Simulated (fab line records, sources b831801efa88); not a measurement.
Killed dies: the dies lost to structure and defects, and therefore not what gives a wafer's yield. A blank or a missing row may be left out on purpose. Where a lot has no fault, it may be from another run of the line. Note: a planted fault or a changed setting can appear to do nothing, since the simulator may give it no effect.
A lot that was struck, set against a sound lot    flow gf180mcu    18 out of 602 route steps
Sound: the wafers L917.2, L917.4, L917.6. Struck: wafers L933.2, L933.3. (L933.4 of the same lot was not struck and is left out.) The cause comes at the end.
Each step with rows lists, per side, the tool, then ch with its chambers, then its first start. Under that, the readings that differ: sound wafers    struck wafers    difference of the means    sigmas: that difference in standard deviations of wafers without a fault.
alike: words and numbers the same on both sides, and readings whose means are apart by under 2 such deviations; not compared: readings that were withheld, readings missing a value for some wafer, numbers with overlapping values and no deviation given by the record, and bounds like >300 which may hide the same value.
A row with sigmas, a row that says differs or no value, or rows on one side alone: a step with any of these is where the two part. Non-overlapping numbers with no deviation appear without sigmas and do not part them. A reading that every wafer of one side lacks parts them only if that side has two wafers or more.

first, 3 steps without rows for these wafers: GF_V1_EXPOSE_11 (exposes mask Via1, target cd 260 nm); GF_V1_PEB_12 (peb time 90 s); GF_V1_DEVELOP_13 (develop time 60 s).
GF_V1_CD_MEAS_14: target cd 260 nm.
  sound: cdSem-01 at day 19 17:24; struck: cdSem-01 at day 25 00:16
  alike: cdNm
GF_V1_OVL_MEAS_15:
  sound: overlay-01 at day 19 17:31; struck: overlay-01 at day 25 00:23
  alike: V1_OVL
GF_V1_ETCH_16: etches BARC in N2/H2.
  sound on rieDiel-02 ch 0,1, day 19 17:32; struck on rieDiel-03 ch 1,2, day 25 00:25
  alike: chamberPressureMTorr, drypumpMotorCurrentA, oesProductAu, throttleValvePct
GF_V1_ETCH_17: etches SiO2 in C4F8/O2/Ar, stops on TiN, target depth 630 nm.
  sound on rieDiel-02 ch 0,1; struck on rieDiel-03 ch 1,2
reading                       sound              struck       difference  sigmas
chamberPressureMTorr (mTorr)  39.94 39.95 39.99  40.04 40.02  +0.07       +2
  alike: oesProductAu
GF_V1_STRIP_18: strips in O2/N2.
  sound on plasmaAsher-04 ch 0,1, day 19 17:40; struck on plasmaAsher-04 ch 0,1, day 25 00:32
  alike: chamberPressureMTorr, drypumpMotorCurrentA, heaterPowerW, oesProductAu
  not compared: rfHoursCounterH
then, 2 steps without rows for these wafers: GF_V1_STRIP_19 (strips in post etch residue remover, time 1200 s); GF_V1_CLEAN_20 (cleans in DIW).
GF_V1_SPUTTER_21: material Ti, target thk 15 nm, time 80.02 s.
  sound: pvdSputter-02 at day 19 18:12; struck: pvdSputter-03 at day 25 01:05
  alike: throttleValvePct
then, 1 step without rows for these wafers: GF_V1_SPUTTER_22 (material TiN, target thk 10 nm, time 40 s).
GF_V1_CVD_23: deposits W, target thk 350 nm, time 105.05 s.
  sound on cvdW-02 ch 0,1, day 19 18:18; struck on cvdW-02 ch 0,1, day 25 01:11
reading                          sound              struck       difference  sigmas
model.W_of_V1_CVD_23.thkNm (nm)  345.4 347.2 347.6  661.4 658.4  +313.2      
  alike: heaterPowerW
GF_V1_RS_MEAS_24: uses a four-point probe to measure.
  sound: filmMetro-04 at day 19 18:26; struck: filmMetro-03 at day 25 01:36
reading           sound              struck       difference  sigmas
V1_W_RS (ohm/sq)  0.332 0.330 0.330  0.172 0.173  -0.158      -44
  not compared: hold
GF_V1_THK_MEAS_25: measures by xrf.
  sound: filmMetro-04 at day 19 18:33; struck: filmMetro-03 at day 25 09:49
reading        sound        struck  difference                     sigmas
V1_W_THK (nm)  344 346 344  - -     no value on the struck wafers  
  not compared: hold
GF_V1_CMP_26: polishes, stops on SiO2, t overpolish 15 s, target thk 0 nm.
  sound on cmp-01 ch 0,1,3, day 19 18:36; struck on cmp-02 ch 0,2, day 25 13:45
reading              sound     struck                                           difference                    sigmas
hold                 - - -     awaitDispo/3.8h/release awaitDispo/3.8h/release  no value on the sound wafers  
timeToEndpointS (s)  80 84 87  163 166                                          +81                           +22
  alike: edgeZonePressureFrac, motorCurrentA
GF_M2_SPUTTER_00: material Ti, target thk 37.5 nm, time 150 s.
  sound: pvdSputter-03 at day 19 18:54; struck: pvdSputter-01 at day 25 14:00
  alike: throttleValvePct
after that, 1 step had no rows for these wafers: GF_PASSIVATION_PROBE_99.

== WHERE THEY PART ==
First at GF_V1_ETCH_17; last, within this record, at GF_V1_CMP_26. Later steps at which nothing parts them and some readings are alike: GF_M2_SPUTTER_00.

WHY: what the simulator had put in
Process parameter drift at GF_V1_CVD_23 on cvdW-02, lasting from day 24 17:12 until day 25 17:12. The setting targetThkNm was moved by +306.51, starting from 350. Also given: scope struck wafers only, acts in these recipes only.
